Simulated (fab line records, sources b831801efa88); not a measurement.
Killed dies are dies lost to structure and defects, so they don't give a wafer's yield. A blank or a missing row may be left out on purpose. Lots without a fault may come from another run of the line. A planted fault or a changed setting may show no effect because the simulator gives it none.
Which tool did it? | flow gf180mcu | 15 lots, 45 wafers sampled, at 5 steps of a route of 602

WHAT THE GAUGES READ, wafer by wafer
GF_STI_CD_MEAS_12: target cd 220 nm.
lot  | measured    | on        | cd_nm (nm)
L544 | day 2 01:29 | cd_sem-01 | 220.6 222.6 221.3
L546 | day 2 13:10 | cd_sem-02 | 220.5 220.6 220.4
L548 | day 2 22:58 | cd_sem-01 | 218.7 218.0 218.4
L550 | day 3 07:50 | cd_sem-02 | 221.3 220.2 221.6
L551 | day 3 13:11 | cd_sem-01 | 220.0 219.4 218.7
L552 | day 3 18:13 | cd_sem-02 | 218.8 220.2 219.5
L553 | day 4 01:01 | cd_sem-02 | 219.3 219.3 219.0
L554 | day 4 05:26 | cd_sem-01 | 218.7 219.5 219.4
L555 | day 4 11:07 | cd_sem-02 | 219.2 219.8 220.7
L556 | day 4 15:25 | cd_sem-01 | 222.5 222.7 222.9
L557 | day 5 01:09 | cd_sem-02 | 218.8 218.8 218.0
L564 | day 6 10:30 | cd_sem-01 | 220.4 219.4 220.3
L565 | day 6 14:40 | cd_sem-01 | 222.1 221.2 221.0
L566 | day 6 19:56 | cd_sem-01 | 219.1 219.6 220.1
L567 | day 6 23:07 | cd_sem-02 | 223.0 221.6 222.5

GF_NWELL_OVL_MEAS_07.
lot  | measured    | on         | NWELL_OVL (nm)
L544 | day 3 06:47 | overlay-01 | -0.4 0.1 1.3
L546 | day 3 20:01 | overlay-01 | 1.0 -0.1 -1.3
L548 | day 4 05:47 | overlay-01 | -1.0 -0.7 -2.8
L550 | day 4 15:20 | overlay-02 | 1.0 0.1 -0.3
L551 | day 4 19:59 | overlay-02 | 0.4 2.8 1.7
L552 | day 5 09:32 | overlay-02 | 0.7 -1.1 -1.5
L553 | day 5 20:10 | overlay-01 | 1.3 0.3 0.7
L554 | day 5 20:55 | overlay-02 | 0.9 2.7 1.5
L555 | day 6 04:28 | overlay-02 | 1.3 0.0 0.2
L556 | day 6 04:08 | overlay-02 | 1.1 3.0 1.6
L557 | day 6 12:46 | overlay-02 | 3.6 1.4 2.0
L564 | day 7 22:31 | overlay-01 | 0.4 0.9 0.4
L565 | day 8 03:04 | overlay-01 | 1.5 1.3 -0.7
L566 | day 8 10:10 | overlay-02 | -2.5 -0.9 -0.6
L567 | day 8 14:44 | overlay-02 | 0.2 -0.5 2.0

GF_VT_IMPLANT_TW_MEAS_43.
lot  | measured     | on            | VT_IMPLANT_4_TW
L544 | day 7 12:07  | film_metro-01 | 688 692 687
L546 | day 8 02:15  | film_metro-03 | 688 695 692
L548 | day 8 14:40  | film_metro-02 | 696 691 691
L550 | day 9 02:58  | film_metro-03 | 695 699 699
L551 | day 9 08:20  | film_metro-02 | 691 695 690
L552 | day 10 03:16 | film_metro-02 | 696 695 690
L553 | day 10 14:52 | film_metro-03 | 696 698 698
L554 | day 10 19:31 | film_metro-02 | 691 700 692
L555 | day 11 03:18 | film_metro-03 | 659 659 660
L556 | day 11 02:05 | film_metro-02 | 660 658 660
L557 | day 11 12:21 | film_metro-03 | 659 660 661
L564 | day 13 05:57 | film_metro-03 | 698 696 696
L565 | day 13 11:21 | film_metro-01 | 683 685 686
L566 | day 13 20:55 | film_metro-03 | 695 696 694
L567 | day 14 03:01 | film_metro-01 | 683 685 686

GF_DUAL_GATE_OVL_MEAS_11.
lot  | measured     | on         | DUAL_GATE_OVL (nm)
L544 | day 8 06:25  | overlay-01 | -0.3 -1.4 -0.3
L546 | day 8 21:10  | overlay-02 | -0.2 -0.3 0.2
L548 | day 9 11:26  | overlay-01 | -0.2 0.6 1.0
L550 | day 9 23:29  | overlay-02 | 0.3 1.5 0.6
L551 | day 10 04:43 | overlay-01 | -1.2 -2.2 -0.7
L552 | day 11 00:14 | overlay-01 | 1.3 0.2 0.3
L553 | day 11 11:07 | overlay-01 | -0.8 2.2 0.7
L554 | day 11 16:10 | overlay-02 | -1.3 -0.4 -0.3
L555 | day 12 04:34 | overlay-02 | -0.2 -2.2 -1.0
L556 | day 11 23:43 | overlay-01 | -0.2 -1.1 0.1
L557 | day 12 11:16 | overlay-02 | -0.5 -0.6 -0.2
L564 | day 14 04:57 | overlay-01 | -2.9 -3.0 -1.2
L565 | day 14 11:34 | overlay-02 | -2.2 0.0 1.3
L566 | day 14 20:36 | overlay-01 | 0.6 1.1 0.0
L567 | day 15 02:53 | overlay-01 | -0.4 -0.6 0.7

WHICH TOOL RAN EACH LOT (tool, then ch and the chambers of the sampled wafers, then the start)
lot  | GF_VT_IMPLANT_IMPLANT_41
L544 | implanter-03 ch 0, day 7 11:53
L546 | implanter-04 ch 0, day 8 02:00
L548 | implanter-03 ch 0, day 8 14:26
L550 | implanter-04 ch 0, day 9 02:45
L551 | implanter-02 ch 0, day 9 08:08
L552 | implanter-03 ch 0, day 10 03:02
L553 | implanter-02 ch 0, day 10 14:37
L554 | implanter-03 ch 0, day 10 19:17
L555 | implanter-03 ch 0, day 11 03:03
L556 | implanter-03 ch 0, day 11 01:52
L557 | implanter-03 ch 0, day 11 12:06
L564 | implanter-02 ch 0, day 13 05:42
L565 | implanter-04 ch 0, day 13 11:06
L566 | implanter-04 ch 0, day 13 20:41
L567 | implanter-04 ch 0, day 14 02:48
- GF_VT_IMPLANT_IMPLANT_41

WHAT THE TOOLS THEMSELVES READ (means of the sampled wafers that have a number; where no wafer has one, the mark that the record gives instead)
GF_VT_IMPLANT_IMPLANT_41.
lot  | tool         | beam_energy_keV
L544 | implanter-03 | 70.025
L546 | implanter-04 | 70.010
L548 | implanter-03 | 70.015
L550 | implanter-04 | 69.987
L551 | implanter-02 | 70.014
L552 | implanter-03 | 69.978
L553 | implanter-02 | 69.998
L554 | implanter-03 | 70.017
L555 | implanter-03 | 58.730
L556 | implanter-03 | 58.734
L557 | implanter-03 | 58.719
L564 | implanter-02 | 70.031
L565 | implanter-04 | 70.002
L566 | implanter-04 | 69.981
L567 | implanter-04 | 69.987

THE ANSWER, worked out from the rows above alone
Rule: what is usual is taken from the lots themselves. Put in order of their means at a reading, lots are off if they are a third of the lots or fewer, leave a main group of 4 or more, and stand apart from it by a gap of 3 or more times the standard deviation of the main group's means; of several such gaps the widest counts. A main group whose means are all the same, to the digits that the tables above print for the reading, isn't used. A lot without any number at a reading at which 4 lots or more have one is off too. The other lots that the step has rows for count as sound. The gauges are gone through in route order, then the tools' own readings, and for those a lot's mean is taken as printed above. The first step at which some lot is off is used, and at that step the reading that is off furthest; a lot without a number counts as furthest.
Off: L555, L556, L557, at GF_VT_IMPLANT_TW_MEAS_43 (VT_IMPLANT_4_TW). The main group: mean 692, standard deviation 4.2.
A tool fits if, at a process step before that reading, it ran every lot that is off, and no sound lot after the first of them. The gauges at GF_VT_IMPLANT_TW_MEAS_43 aren't tried: what is off there is off at GF_VT_IMPLANT_IMPLANT_41 too, on other tools, and a gauge's error can't cause that. One fits: implanter-03 at GF_VT_IMPLANT_IMPLANT_41. Its last sound lot is L554 (day 10 19:17), its first lot that is off L556 (day 11 01:52): a fault that began between those two fits.
The tool's own readings at GF_VT_IMPLANT_IMPLANT_41 bear it out: on the lots that are off they differ by more than 5 times the standard deviation of the sound lots' means. beam_energy_keV reads 58.728 there against 70.004 on the sound lots.

WHAT THE SIMULATOR HAD PUT IN
Process parameter drift: implanter-03, from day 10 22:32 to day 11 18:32, at GF_VT_IMPLANT_IMPLANT_41. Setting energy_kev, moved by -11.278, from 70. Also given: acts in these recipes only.
Lots struck among those shown: L555, L556, L557. The rule above found the same.
